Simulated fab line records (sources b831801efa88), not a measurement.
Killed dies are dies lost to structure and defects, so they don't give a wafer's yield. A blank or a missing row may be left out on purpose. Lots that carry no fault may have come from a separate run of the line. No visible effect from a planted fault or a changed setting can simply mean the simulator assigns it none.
fab line records || flow gf180mcu || part 2 of 2: steps 25 to 36 of 36
record {"lots": 5, "wafers": 15, "lastDay": 34}
route steps=602 shown MIM@513 M5@526 V5@540
lots untouched by any fault: they come from a run of this same line in which no faults occurred
startH: hours from the record's opening day to when the first of the lot's shown wafers began || waitH: time in hours since the lot's previous step || " unchanged from the row above || L1.1+2: one row covering several wafers at once || - no value, or no start was given || * or withheld: withheld || < > ~ a bound
route shown NAME@n: NAME is a module with steps in the file, n the number in the route of the first one || usual: mean and standard deviation over wafers with no fault || same: alike in all rows || chamber/n: place in a boat || sites: each site's reading || _std_site: their standard deviation || _edge_site: the outer-site mean with the inner-site mean subtracted || radiusMm: for every site, how far away it sits from the centre of the wafer || mask NAME#n: copy n || behind: the last tool/chamber to shape the wafer || hold: why the lot went on hold/how many hours it stayed there/how the hold came to an end || device: the n, p or np transistor that did not switch || end of line: tests of these same wafers at the route's end || a step with no rows: only its recipe || killed: count of dies lost to structure and defects at first sort (not the wafer's yield) || map: dies across one wafer; x = killed, . = not, _ = none there
set.NAME: the setting the step ran with; set.NAME@STEP: the setting that earlier step ran with || model.NAME: the simulator's own value behind a step, which no gauge read
lots at selected steps of the route; one table per step, one row per wafer
services: from which hour (startH, from the record's first day; less than 0 if before it) a tool's chamber was out of use, for how many hours, and why
## steps
# step GF_M5_STRIP_11
# recipe {"chemistry": "O2/N2", "powerW": 1400, "pressureMtorr": 1500, "platenTempC": 250, "o2FlowSccm": 3000, "n2FlowSccm": 300, "overashFraction": 0.5}
# usual {"drypumpMotorCurrentA": "5.8/0.47", "heaterPowerW": "309/36", "oesProductAu": "0.528/0.0051", "platenTempC": "249.96/0.17", "stripTimeToEndpointS": "7.14/0.039"}
{"lot.wafer": "L082.4", "tool": "plasmaAsher-01", "chamber": 1, "startH": 669.52, "waitH": 0.1, "drypumpMotorCurrentA": 6.0, "heaterPowerW": 363, "oesProductAu": 0.535, "platenTempC": 249.74, "rfHoursCounterH": "-", "stripTimeToEndpointS": 7.13}
{"lot.wafer": "L082.5", "tool": "plasmaAsher-01", "chamber": 0, "startH": 669.52, "waitH": 0.1, "drypumpMotorCurrentA": 5.3, "heaterPowerW": 269, "oesProductAu": 0.530, "platenTempC": 250.06, "rfHoursCounterH": "-", "stripTimeToEndpointS": 7.13}
{"lot.wafer": "L082.6", "tool": "plasmaAsher-01", "chamber": 1, "startH": 669.52, "waitH": 0.1, "drypumpMotorCurrentA": 6.0, "heaterPowerW": 355, "oesProductAu": 0.527, "platenTempC": 250.04, "rfHoursCounterH": "-", "stripTimeToEndpointS": 7.16}
{"lot.wafer": "L086.2", "tool": "plasmaAsher-04", "chamber": 1, "startH": 699.14, "waitH": 0.1, "drypumpMotorCurrentA": 6.6, "heaterPowerW": 327, "oesProductAu": 0.523, "platenTempC": 250.11, "rfHoursCounterH": 105, "stripTimeToEndpointS": 7.16}
{"lot.wafer": "L086.4", "tool": "plasmaAsher-04", "chamber": 0, "startH": 699.14, "waitH": 0.1, "drypumpMotorCurrentA": 6.6, "heaterPowerW": 315, "oesProductAu": 0.524, "platenTempC": 249.59, "rfHoursCounterH": "-", "stripTimeToEndpointS": 7.16}
{"lot.wafer": "L086.6", "tool": "plasmaAsher-04", "chamber": 0, "startH": 699.14, "waitH": 0.1, "drypumpMotorCurrentA": 6.6, "heaterPowerW": 316, "oesProductAu": 0.530, "platenTempC": 249.49, "rfHoursCounterH": "-", "stripTimeToEndpointS": 7.11}
{"lot.wafer": "L092.1", "tool": "plasmaAsher-03", "chamber": 1, "startH": 735.93, "waitH": 0.1, "drypumpMotorCurrentA": 5.9, "heaterPowerW": 329, "oesProductAu": 0.527, "platenTempC": 250.23, "rfHoursCounterH": 103, "stripTimeToEndpointS": 7.14}
{"lot.wafer": "L092.2", "tool": "plasmaAsher-03", "chamber": 0, "startH": 735.93, "waitH": 0.1, "drypumpMotorCurrentA": 5.4, "heaterPowerW": 258, "oesProductAu": 0.523, "platenTempC": 250.14, "rfHoursCounterH": 103, "stripTimeToEndpointS": 7.11}
{"lot.wafer": "L092.5", "tool": "plasmaAsher-03", "chamber": 0, "startH": 735.93, "waitH": 0.1, "drypumpMotorCurrentA": 5.4, "heaterPowerW": 257, "oesProductAu": 0.523, "platenTempC": 250.21, "rfHoursCounterH": "-", "stripTimeToEndpointS": 7.09}
{"lot.wafer": "L095.1", "tool": "plasmaAsher-03", "chamber": 0, "startH": 752.04, "waitH": 0.1, "drypumpMotorCurrentA": 5.4, "heaterPowerW": 259, "oesProductAu": 0.523, "platenTempC": 250.01, "rfHoursCounterH": 105, "stripTimeToEndpointS": 7.15}
{"lot.wafer": "L095.2", "tool": "plasmaAsher-03", "chamber": 1, "startH": 752.04, "waitH": 0.1, "drypumpMotorCurrentA": 5.9, "heaterPowerW": 336, "oesProductAu": 0.529, "platenTempC": 250.04, "rfHoursCounterH": 105, "stripTimeToEndpointS": 7.18}
{"lot.wafer": "L095.4", "tool": "plasmaAsher-03", "chamber": 0, "startH": 752.04, "waitH": 0.1, "drypumpMotorCurrentA": 5.4, "heaterPowerW": 258, "oesProductAu": 0.533, "platenTempC": 249.78, "rfHoursCounterH": "-", "stripTimeToEndpointS": 7.14}
{"lot.wafer": "L097.2", "tool": "plasmaAsher-04", "chamber": 0, "startH": 767.94, "waitH": 0.1, "drypumpMotorCurrentA": 6.6, "heaterPowerW": 321, "oesProductAu": 0.524, "platenTempC": 249.91, "rfHoursCounterH": 2, "stripTimeToEndpointS": 7.12}
{"lot.wafer": "L097.4", "tool": "plasmaAsher-04", "chamber": 1, "startH": 767.94, "waitH": 0.1, "drypumpMotorCurrentA": 6.6, "heaterPowerW": 340, "oesProductAu": 0.529, "platenTempC": 249.86, "rfHoursCounterH": "-", "stripTimeToEndpointS": 7.19}
{"lot.wafer": "L097.6", "tool": "plasmaAsher-04", "chamber": 1, "startH": 767.94, "waitH": 0.1, "drypumpMotorCurrentA": 6.6, "heaterPowerW": 334, "oesProductAu": 0.535, "platenTempC": 249.67, "rfHoursCounterH": "-", "stripTimeToEndpointS": 7.18}
# step GF_M5_STRIP_12
# recipe {"chemistry": "postEtchResidueRemover", "timeS": 1200, "tempC": 72.5}
{"lot.wafer": "L082.4+5+6", "tool": "wetBench-04", "chamber": 0, "startH": 669.59, "waitH": 0.0}
{"lot.wafer": "L086.2+4+6", "tool": "wetBench-04", "chamber": 0, "startH": 699.24, "waitH": 0.1}
{"lot.wafer": "L092.1+2+5", "tool": "wetBench-02", "chamber": 2, "startH": 736.03, "waitH": 0.1}
{"lot.wafer": "L095.1+2+4", "tool": "wetBench-02", "chamber": 0, "startH": 752.14, "waitH": 0.1}
{"lot.wafer": "L097.2+4+6", "tool": "wetBench-04", "chamber": 2, "startH": 768.04, "waitH": 0.1}
# step GF_M5_CLEAN_13
# recipe {"chemistry": "DIW", "dry": "n2Spin"}
{"lot.wafer": "L082.4+5+6", "tool": "wetBench-02", "chamber": 1, "startH": 669.99, "waitH": 0.0}
{"lot.wafer": "L086.2+4+6", "tool": "wetBench-02", "chamber": 3, "startH": 699.59, "waitH": 0.0}
{"lot.wafer": "L092.1+2+5", "tool": "wetBench-04", "chamber": 3, "startH": 736.38, "waitH": 0.0}
{"lot.wafer": "L095.1+2+4", "tool": "wetBench-04", "chamber": 0, "startH": 752.51, "waitH": 0.0}
{"lot.wafer": "L097.2+4+6", "tool": "wetBench-02", "chamber": 0, "startH": 768.38, "waitH": 0.0}
# step GF_V5_CVD_00
# recipe {"material": "SiO2", "targetThkNm": 300, "sigmaOpenFrac": 0.3, "tempC": 400, "timeS": 50, "sih4FlowSccm": 62.73, "pressureMtorr": 6}
{"lot.wafer": "L082.4+5+6", "tool": "hdpcvd-02", "chamber": "0,1,2", "startH": 670.11, "waitH": 0.0}
{"lot.wafer": "L086.2+4+6", "tool": "hdpcvd-02", "chamber": "1,2,1", "startH": 699.68, "waitH": 0.0}
{"lot.wafer": "L092.1+2+5", "tool": "hdpcvd-02", "chamber": "0,2,1", "startH": 736.47, "waitH": 0.0}
{"lot.wafer": "L095.1+2+4", "tool": "hdpcvd-01", "chamber": "2,0,1", "startH": 752.61, "waitH": 0.0}
{"lot.wafer": "L097.2+4+6", "tool": "hdpcvd-01", "chamber": "1,2,0", "startH": 768.48, "waitH": 0.0}
# step GF_V5_THK_MEAS_01
# recipe {"reads": "SiO2_of_V5_CVD_00"}
# usual {"V5_CVD_00_THK": "313.9/2.6"}
{"lot.wafer": "L082.4", "tool": "filmMetro-02", "chamber": "-", "startH": 670.16, "waitH": 0.0, "V5_CVD_00_THK[nm]": 314.6}
{"lot.wafer": "L082.5", "tool": "filmMetro-02", "chamber": "-", "startH": 670.16, "waitH": 0.0, "V5_CVD_00_THK[nm]": 314.2}
{"lot.wafer": "L082.6", "tool": "filmMetro-02", "chamber": "-", "startH": 670.16, "waitH": 0.0, "V5_CVD_00_THK[nm]": 314.7}
{"lot.wafer": "L086.2", "tool": "filmMetro-01", "chamber": "-", "startH": 699.73, "waitH": 0.0, "V5_CVD_00_THK[nm]": 314.4}
{"lot.wafer": "L086.4", "tool": "filmMetro-01", "chamber": "-", "startH": 699.73, "waitH": 0.0, "V5_CVD_00_THK[nm]": 315.7}
{"lot.wafer": "L086.6", "tool": "filmMetro-01", "chamber": "-", "startH": 699.73, "waitH": 0.0, "V5_CVD_00_THK[nm]": 317.3}
{"lot.wafer": "L092.1", "tool": "filmMetro-03", "chamber": "-", "startH": 736.51, "waitH": 0.0, "V5_CVD_00_THK[nm]": 311.8}
{"lot.wafer": "L092.2", "tool": "filmMetro-03", "chamber": "-", "startH": 736.51, "waitH": 0.0, "V5_CVD_00_THK[nm]": 311.2}
{"lot.wafer": "L092.5", "tool": "filmMetro-03", "chamber": "-", "startH": 736.51, "waitH": 0.0, "V5_CVD_00_THK[nm]": 312.7}
{"lot.wafer": "L095.1", "tool": "filmMetro-01", "chamber": "-", "startH": 752.65, "waitH": 0.0, "V5_CVD_00_THK[nm]": 315.1}
{"lot.wafer": "L095.2", "tool": "filmMetro-01", "chamber": "-", "startH": 752.65, "waitH": 0.0, "V5_CVD_00_THK[nm]": 315.0}
{"lot.wafer": "L095.4", "tool": "filmMetro-01", "chamber": "-", "startH": 752.65, "waitH": 0.0, "V5_CVD_00_THK[nm]": 317.6}
{"lot.wafer": "L097.2", "tool": "filmMetro-02", "chamber": "-", "startH": 768.53, "waitH": 0.0, "V5_CVD_00_THK[nm]": 314.1}
{"lot.wafer": "L097.4", "tool": "filmMetro-02", "chamber": "-", "startH": 768.53, "waitH": 0.0, "V5_CVD_00_THK[nm]": 312.9}
{"lot.wafer": "L097.6", "tool": "filmMetro-02", "chamber": "-", "startH": 768.53, "waitH": 0.0, "V5_CVD_00_THK[nm]": 318.4}
# step GF_V5_CVD_02
# recipe {"material": "SiO2", "targetThkNm": 1450, "precursor": "TEOS", "tempC": 400, "timeS": 163.28, "rfW": 600}
# usual {"heaterPowerW": "646/100"}
{"lot.wafer": "L082.4", "tool": "pecvd-04", "chamber": 2, "startH": 670.24, "waitH": 0.1, "heaterPowerW": 559}
{"lot.wafer": "L082.5", "tool": "pecvd-04", "chamber": 0, "startH": 670.24, "waitH": 0.1, "heaterPowerW": 597}
{"lot.wafer": "L082.6", "tool": "pecvd-04", "chamber": 1, "startH": 670.24, "waitH": 0.1, "heaterPowerW": 579}
{"lot.wafer": "L086.2", "tool": "pecvd-01", "chamber": 2, "startH": 699.78, "waitH": 0.0, "heaterPowerW": 651}
{"lot.wafer": "L086.4", "tool": "pecvd-01", "chamber": 1, "startH": 699.78, "waitH": 0.0, "heaterPowerW": 664}
{"lot.wafer": "L086.6", "tool": "pecvd-01", "chamber": 2, "startH": 699.78, "waitH": 0.0, "heaterPowerW": 688}
{"lot.wafer": "L092.1", "tool": "pecvd-03", "chamber": 2, "startH": 736.57, "waitH": 0.1, "heaterPowerW": 642}
{"lot.wafer": "L092.2", "tool": "pecvd-03", "chamber": 1, "startH": 736.57, "waitH": 0.1, "heaterPowerW": 655}
{"lot.wafer": "L092.5", "tool": "pecvd-03", "chamber": 2, "startH": 736.57, "waitH": 0.1, "heaterPowerW": 529}
{"lot.wafer": "L095.1", "tool": "pecvd-03", "chamber": 1, "startH": 752.71, "waitH": 0.1, "heaterPowerW": 797}
{"lot.wafer": "L095.2", "tool": "pecvd-03", "chamber": 2, "startH": 752.71, "waitH": 0.1, "heaterPowerW": 586}
{"lot.wafer": "L095.4", "tool": "pecvd-03", "chamber": 0, "startH": 752.71, "waitH": 0.1, "heaterPowerW": 800}
{"lot.wafer": "L097.2", "tool": "pecvd-03", "chamber": 2, "startH": 768.58, "waitH": 0.0, "heaterPowerW": 630}
{"lot.wafer": "L097.4", "tool": "pecvd-03", "chamber": 2, "startH": 768.58, "waitH": 0.0, "heaterPowerW": 525}
{"lot.wafer": "L097.6", "tool": "pecvd-03", "chamber": 0, "startH": 768.58, "waitH": 0.0, "heaterPowerW": 855}
# step GF_V5_THK_MEAS_03
# recipe {"reads": "SiO2_of_V5_CVD_02"}
# usual {"V5_CVD_02_THK": "1442/17"}
{"lot.wafer": "L082.4", "tool": "filmMetro-03", "chamber": "-", "startH": 670.33, "waitH": 0.0, "V5_CVD_02_THK[nm]": 1467}
{"lot.wafer": "L082.5", "tool": "filmMetro-03", "chamber": "-", "startH": 670.33, "waitH": 0.0, "V5_CVD_02_THK[nm]": 1458}
{"lot.wafer": "L082.6", "tool": "filmMetro-03", "chamber": "-", "startH": 670.33, "waitH": 0.0, "V5_CVD_02_THK[nm]": 1476}
{"lot.wafer": "L086.2", "tool": "filmMetro-01", "chamber": "-", "startH": 699.90, "waitH": 0.1, "V5_CVD_02_THK[nm]": 1430}
{"lot.wafer": "L086.4", "tool": "filmMetro-01", "chamber": "-", "startH": 699.90, "waitH": 0.1, "V5_CVD_02_THK[nm]": 1436}
{"lot.wafer": "L086.6", "tool": "filmMetro-01", "chamber": "-", "startH": 699.90, "waitH": 0.1, "V5_CVD_02_THK[nm]": 1443}
{"lot.wafer": "L092.1", "tool": "filmMetro-03", "chamber": "-", "startH": 736.68, "waitH": 0.1, "V5_CVD_02_THK[nm]": 1423}
{"lot.wafer": "L092.2", "tool": "filmMetro-03", "chamber": "-", "startH": 736.68, "waitH": 0.1, "V5_CVD_02_THK[nm]": 1424}
{"lot.wafer": "L092.5", "tool": "filmMetro-03", "chamber": "-", "startH": 736.68, "waitH": 0.1, "V5_CVD_02_THK[nm]": 1457}
{"lot.wafer": "L095.1", "tool": "filmMetro-01", "chamber": "-", "startH": 752.82, "waitH": 0.1, "V5_CVD_02_THK[nm]": 1438}
{"lot.wafer": "L095.2", "tool": "filmMetro-01", "chamber": "-", "startH": 752.82, "waitH": 0.1, "V5_CVD_02_THK[nm]": 1432}
{"lot.wafer": "L095.4", "tool": "filmMetro-01", "chamber": "-", "startH": 752.82, "waitH": 0.1, "V5_CVD_02_THK[nm]": 1445}
{"lot.wafer": "L097.2", "tool": "filmMetro-03", "chamber": "-", "startH": 768.70, "waitH": 0.1, "V5_CVD_02_THK[nm]": 1417}
{"lot.wafer": "L097.4", "tool": "filmMetro-03", "chamber": "-", "startH": 768.70, "waitH": 0.1, "V5_CVD_02_THK[nm]": 1441}
{"lot.wafer": "L097.6", "tool": "filmMetro-03", "chamber": "-", "startH": 768.70, "waitH": 0.1, "V5_CVD_02_THK[nm]": 1439}
# step GF_V5_CMP_04
# recipe {"material": "SiO2", "downForcePsi": 4, "platenRpm": 60, "padVelocityMS": 0.94248}
# usual {"motorCurrentA": "12.4/1.1"}
{"lot.wafer": "L082.4", "tool": "cmp-02", "chamber": 3, "startH": 670.46, "waitH": 0.1, "motorCurrentA": 12.5}
{"lot.wafer": "L082.5", "tool": "cmp-02", "chamber": 1, "startH": 670.46, "waitH": 0.1, "motorCurrentA": 11.9}
{"lot.wafer": "L082.6", "tool": "cmp-02", "chamber": 2, "startH": 670.46, "waitH": 0.1, "motorCurrentA": 13.8}
{"lot.wafer": "L086.4", "tool": "cmp-02", "chamber": 2, "startH": 699.95, "waitH": 0.0, "motorCurrentA": 13.1}
{"lot.wafer": "L086.2", "tool": "cmp-02", "chamber": 3, "startH": 699.95, "waitH": 0.0, "motorCurrentA": 12.0}
{"lot.wafer": "L086.6", "tool": "cmp-02", "chamber": 3, "startH": 699.95, "waitH": 0.0, "motorCurrentA": 12.4}
{"lot.wafer": "L092.2", "tool": "cmp-02", "chamber": 2, "startH": 736.74, "waitH": 0.0, "motorCurrentA": 13.5}
{"lot.wafer": "L092.1", "tool": "cmp-02", "chamber": 1, "startH": 736.74, "waitH": 0.0, "motorCurrentA": 11.0}
{"lot.wafer": "L092.5", "tool": "cmp-02", "chamber": 3, "startH": 736.74, "waitH": 0.0, "motorCurrentA": 12.6}
{"lot.wafer": "L095.1", "tool": "cmp-01", "chamber": 3, "startH": 752.88, "waitH": 0.1, "motorCurrentA": 11.3}
{"lot.wafer": "L095.2", "tool": "cmp-01", "chamber": 1, "startH": 752.88, "waitH": 0.1, "motorCurrentA": 11.5}
{"lot.wafer": "L095.4", "tool": "cmp-01", "chamber": 2, "startH": 752.88, "waitH": 0.1, "motorCurrentA": 13.7}
{"lot.wafer": "L097.2", "tool": "cmp-01", "chamber": 2, "startH": 768.75, "waitH": 0.0, "motorCurrentA": 14.5}
{"lot.wafer": "L097.4", "tool": "cmp-01", "chamber": 0, "startH": 768.75, "waitH": 0.0, "motorCurrentA": 12.0}
{"lot.wafer": "L097.6", "tool": "cmp-01", "chamber": 2, "startH": 768.75, "waitH": 0.0, "motorCurrentA": 13.3}
# step GF_V5_BOW_MEAS_05
# recipe {"mode": "bow"}
# usual {"V5_BOW": "132/8.3"}
{"lot.wafer": "L082.4", "tool": "filmMetro-03", "chamber": "-", "startH": 670.72, "waitH": 0.2, "V5_BOW[um]": 137}
{"lot.wafer": "L082.5", "tool": "filmMetro-03", "chamber": "-", "startH": 670.72, "waitH": 0.2, "V5_BOW[um]": 122}
{"lot.wafer": "L082.6", "tool": "filmMetro-03", "chamber": "-", "startH": 670.72, "waitH": 0.2, "V5_BOW[um]": 136}
{"lot.wafer": "L086.2", "tool": "filmMetro-02", "chamber": "-", "startH": 700.27, "waitH": 0.2, "V5_BOW[um]": 129}
{"lot.wafer": "L086.4", "tool": "filmMetro-02", "chamber": "-", "startH": 700.27, "waitH": 0.2, "V5_BOW[um]": 127}
{"lot.wafer": "L086.6", "tool": "filmMetro-02", "chamber": "-", "startH": 700.27, "waitH": 0.2, "V5_BOW[um]": 140}
{"lot.wafer": "L092.1", "tool": "filmMetro-01", "chamber": "-", "startH": 737.04, "waitH": 0.1, "V5_BOW[um]": 128}
{"lot.wafer": "L092.2", "tool": "filmMetro-01", "chamber": "-", "startH": 737.04, "waitH": 0.1, "V5_BOW[um]": 126}
{"lot.wafer": "L092.5", "tool": "filmMetro-01", "chamber": "-", "startH": 737.04, "waitH": 0.1, "V5_BOW[um]": 120}
{"lot.wafer": "L095.1", "tool": "filmMetro-02", "chamber": "-", "startH": 753.18, "waitH": 0.2, "V5_BOW[um]": 126}
{"lot.wafer": "L095.2", "tool": "filmMetro-02", "chamber": "-", "startH": 753.18, "waitH": 0.2, "V5_BOW[um]": 144}
{"lot.wafer": "L095.4", "tool": "filmMetro-02", "chamber": "-", "startH": 753.18, "waitH": 0.2, "V5_BOW[um]": 124}
{"lot.wafer": "L097.2", "tool": "filmMetro-02", "chamber": "-", "startH": 769.07, "waitH": 0.3, "V5_BOW[um]": 141}
{"lot.wafer": "L097.4", "tool": "filmMetro-02", "chamber": "-", "startH": 769.07, "waitH": 0.3, "V5_BOW[um]": 130}
{"lot.wafer": "L097.6", "tool": "filmMetro-02", "chamber": "-", "startH": 769.07, "waitH": 0.3, "V5_BOW[um]": 138}
# step GF_V5_DEHYDRATE_06
# recipe {"tempC": 200, "timeS": 60}
# usual {"resistLineTempC": "22.99/0.095"}
{"lot.wafer": "L082.4", "tool": "lithoTrack-03", "chamber": 0, "startH": 680.15, "waitH": 9.4, "resistLineTempC": 23.03}
{"lot.wafer": "L082.5", "tool": "lithoTrack-03", "chamber": 0, "startH": 680.15, "waitH": 9.4, "resistLineTempC": 23.10}
{"lot.wafer": "L082.6", "tool": "lithoTrack-03", "chamber": 0, "startH": 680.15, "waitH": 9.4, "resistLineTempC": 23.07}
{"lot.wafer": "L086.2", "tool": "lithoTrack-03", "chamber": 0, "startH": 708.10, "waitH": 7.8, "resistLineTempC": 22.98}
{"lot.wafer": "L086.4", "tool": "lithoTrack-03", "chamber": 0, "startH": 708.10, "waitH": 7.8, "resistLineTempC": 22.87}
{"lot.wafer": "L086.6", "tool": "lithoTrack-03", "chamber": 0, "startH": 708.10, "waitH": 7.8, "resistLineTempC": 22.85}
{"lot.wafer": "L092.1", "tool": "lithoTrack-02", "chamber": 0, "startH": 744.78, "waitH": 7.7, "resistLineTempC": 22.87}
{"lot.wafer": "L092.2", "tool": "lithoTrack-02", "chamber": 0, "startH": 744.78, "waitH": 7.7, "resistLineTempC": 22.87}
{"lot.wafer": "L092.5", "tool": "lithoTrack-02", "chamber": 0, "startH": 744.78, "waitH": 7.7, "resistLineTempC": 22.91}
{"lot.wafer": "L095.1", "tool": "lithoTrack-01", "chamber": 0, "startH": 760.48, "waitH": 7.3, "resistLineTempC": 22.89}
{"lot.wafer": "L095.2", "tool": "lithoTrack-01", "chamber": 0, "startH": 760.48, "waitH": 7.3, "resistLineTempC": 22.97}
{"lot.wafer": "L095.4", "tool": "lithoTrack-01", "chamber": 0, "startH": 760.48, "waitH": 7.3, "resistLineTempC": 22.89}
{"lot.wafer": "L097.2", "tool": "lithoTrack-03", "chamber": 0, "startH": 776.35, "waitH": 7.3, "resistLineTempC": 23.05}
{"lot.wafer": "L097.4", "tool": "lithoTrack-03", "chamber": 0, "startH": 776.35, "waitH": 7.3, "resistLineTempC": 23.14}
{"lot.wafer": "L097.6", "tool": "lithoTrack-03", "chamber": 0, "startH": 776.35, "waitH": 7.3, "resistLineTempC": 23.15}
# step GF_V5_HMDS_07
# recipe {"primeTimeS": 60, "primeTempC": 120}
# usual {"resistLineTempC": "23.01/0.12"}
{"lot.wafer": "L082.4", "tool": "lithoTrack-03", "chamber": 0, "startH": 680.30, "waitH": 0.1, "resistLineTempC": 22.91}
{"lot.wafer": "L082.5", "tool": "lithoTrack-03", "chamber": 0, "startH": 680.30, "waitH": 0.1, "resistLineTempC": 23.08}
{"lot.wafer": "L082.6", "tool": "lithoTrack-03", "chamber": 0, "startH": 680.30, "waitH": 0.1, "resistLineTempC": 23.13}
{"lot.wafer": "L086.2", "tool": "lithoTrack-03", "chamber": 0, "startH": 708.25, "waitH": 0.1, "resistLineTempC": 22.88}
{"lot.wafer": "L086.4", "tool": "lithoTrack-03", "chamber": 0, "startH": 708.25, "waitH": 0.1, "resistLineTempC": 22.97}
{"lot.wafer": "L086.6", "tool": "lithoTrack-03", "chamber": 0, "startH": 708.25, "waitH": 0.1, "resistLineTempC": 23.06}
{"lot.wafer": "L092.1", "tool": "lithoTrack-02", "chamber": 0, "startH": 744.93, "waitH": 0.1, "resistLineTempC": 22.81}
{"lot.wafer": "L092.2", "tool": "lithoTrack-02", "chamber": 0, "startH": 744.93, "waitH": 0.1, "resistLineTempC": 23.05}
{"lot.wafer": "L092.5", "tool": "lithoTrack-02", "chamber": 0, "startH": 744.93, "waitH": 0.1, "resistLineTempC": 22.85}
{"lot.wafer": "L095.1", "tool": "lithoTrack-01", "chamber": 0, "startH": 760.63, "waitH": 0.1, "resistLineTempC": 22.99}
{"lot.wafer": "L095.2", "tool": "lithoTrack-01", "chamber": 0, "startH": 760.63, "waitH": 0.1, "resistLineTempC": 22.85}
{"lot.wafer": "L095.4", "tool": "lithoTrack-01", "chamber": 0, "startH": 760.63, "waitH": 0.1, "resistLineTempC": 22.95}
{"lot.wafer": "L097.2", "tool": "lithoTrack-03", "chamber": 0, "startH": 776.50, "waitH": 0.1, "resistLineTempC": 23.03}
{"lot.wafer": "L097.4", "tool": "lithoTrack-03", "chamber": 0, "startH": 776.50, "waitH": 0.1, "resistLineTempC": 23.11}
{"lot.wafer": "L097.6", "tool": "lithoTrack-03", "chamber": 0, "startH": 776.50, "waitH": 0.1, "resistLineTempC": 23.16}
# step GF_V5_COAT_08
# recipe {"resist": "BARC", "tempC": "withheld", "timeS": "withheld", "spinRpm": "withheld", "resistThkNm": "withheld"}
# usual {"resistLineTempC": "*"}
{"lot.wafer": "L082.4", "tool": "lithoTrack-03", "chamber": 0, "startH": 680.45, "waitH": 0.1, "resistLineTempC": "*"}
{"lot.wafer": "L082.5", "tool": "lithoTrack-03", "chamber": 0, "startH": 680.45, "waitH": 0.1, "resistLineTempC": "*"}
{"lot.wafer": "L082.6", "tool": "lithoTrack-03", "chamber": 0, "startH": 680.45, "waitH": 0.1, "resistLineTempC": "*"}
{"lot.wafer": "L086.2", "tool": "lithoTrack-03", "chamber": 0, "startH": 708.40, "waitH": 0.1, "resistLineTempC": "*"}
{"lot.wafer": "L086.4", "tool": "lithoTrack-03", "chamber": 0, "startH": 708.40, "waitH": 0.1, "resistLineTempC": "*"}
{"lot.wafer": "L086.6", "tool": "lithoTrack-03", "chamber": 0, "startH": 708.40, "waitH": 0.1, "resistLineTempC": "*"}
{"lot.wafer": "L092.1", "tool": "lithoTrack-02", "chamber": 0, "startH": 745.08, "waitH": 0.1, "resistLineTempC": "*"}
{"lot.wafer": "L092.2", "tool": "lithoTrack-02", "chamber": 0, "startH": 745.08, "waitH": 0.1, "resistLineTempC": "*"}
{"lot.wafer": "L092.5", "tool": "lithoTrack-02", "chamber": 0, "startH": 745.08, "waitH": 0.1, "resistLineTempC": "*"}
{"lot.wafer": "L095.1", "tool": "lithoTrack-01", "chamber": 0, "startH": 760.78, "waitH": 0.1, "resistLineTempC": "*"}
{"lot.wafer": "L095.2", "tool": "lithoTrack-01", "chamber": 0, "startH": 760.78, "waitH": 0.1, "resistLineTempC": "*"}
{"lot.wafer": "L095.4", "tool": "lithoTrack-01", "chamber": 0, "startH": 760.78, "waitH": 0.1, "resistLineTempC": "*"}
{"lot.wafer": "L097.2", "tool": "lithoTrack-03", "chamber": 0, "startH": 776.65, "waitH": 0.1, "resistLineTempC": "*"}
{"lot.wafer": "L097.4", "tool": "lithoTrack-03", "chamber": 0, "startH": 776.65, "waitH": 0.1, "resistLineTempC": "*"}
{"lot.wafer": "L097.6", "tool": "lithoTrack-03", "chamber": 0, "startH": 776.65, "waitH": 0.1, "resistLineTempC": "*"}
## services
{"tool": "wetBench-03", "chamber": "-", "startH": 616.38, "hours": 1.1, "kind": "repair"}
{"tool": "hdpcvd-02", "chamber": "-", "startH": 621.88, "hours": 6.0, "kind": "pm"}
{"tool": "rieDiel-02", "chamber": 2, "startH": 625.80, "hours": 12.1, "kind": "repair"}
{"tool": "cmp-02", "chamber": "-", "startH": 631.30, "hours": 6.5, "kind": "pm"}
{"tool": "hdpcvd-02", "chamber": "-", "startH": 634.84, "hours": 3.4, "kind": "repair"}
{"tool": "krfScanner-02", "chamber": "-", "startH": 639.30, "hours": 1.3, "kind": "pm"}
{"tool": "krfScanner-02", "chamber": "-", "startH": 650.13, "hours": 0.8, "kind": "pm"}
{"tool": "hdpcvd-02", "chamber": 0, "startH": 652.28, "hours": 8.0, "kind": "repair"}
{"tool": "cmp-02", "chamber": "-", "startH": 652.87, "hours": 3.9, "kind": "repair"}
{"tool": "cmp-01", "chamber": "-", "startH": 656.80, "hours": 4.1, "kind": "pm"}
{"tool": "ilineStepper-01", "chamber": "-", "startH": 663.41, "hours": 1.7, "kind": "pm"}
{"tool": "plasmaAsher-01", "chamber": "-", "startH": 664.47, "hours": 2.7, "kind": "repair"}
{"tool": "rieMetal-02", "chamber": "-", "startH": 665.53, "hours": 1.0, "kind": "repair"}
{"tool": "rieMetal-01", "chamber": "-", "startH": 688.51, "hours": 0.7, "kind": "repair"}
{"tool": "krfScanner-01", "chamber": "-", "startH": 697.70, "hours": 1.0, "kind": "pm"}
{"tool": "hdpcvd-02", "chamber": "-", "startH": 707.23, "hours": 2.8, "kind": "pm"}
{"tool": "wetBench-03", "chamber": "-", "startH": 719.76, "hours": 4.7, "kind": "repair"}
{"tool": "krfScanner-01", "chamber": "-", "startH": 721.78, "hours": 2.5, "kind": "repair"}
{"tool": "cmp-02", "chamber": "-", "startH": 732.65, "hours": 1.7, "kind": "repair"}
{"tool": "cmp-02", "chamber": "-", "startH": 745.97, "hours": 4.0, "kind": "pm"}
{"tool": "krfScanner-01", "chamber": "-", "startH": 747.19, "hours": 0.8, "kind": "pm"}
{"tool": "plasmaAsher-03", "chamber": "-", "startH": 758.69, "hours": 14.6, "kind": "pm"}
{"tool": "cmp-02", "chamber": "-", "startH": 759.75, "hours": 3.2, "kind": "repair"}
{"tool": "krfScanner-01", "chamber": "-", "startH": 772.25, "hours": 1.3, "kind": "pm"}
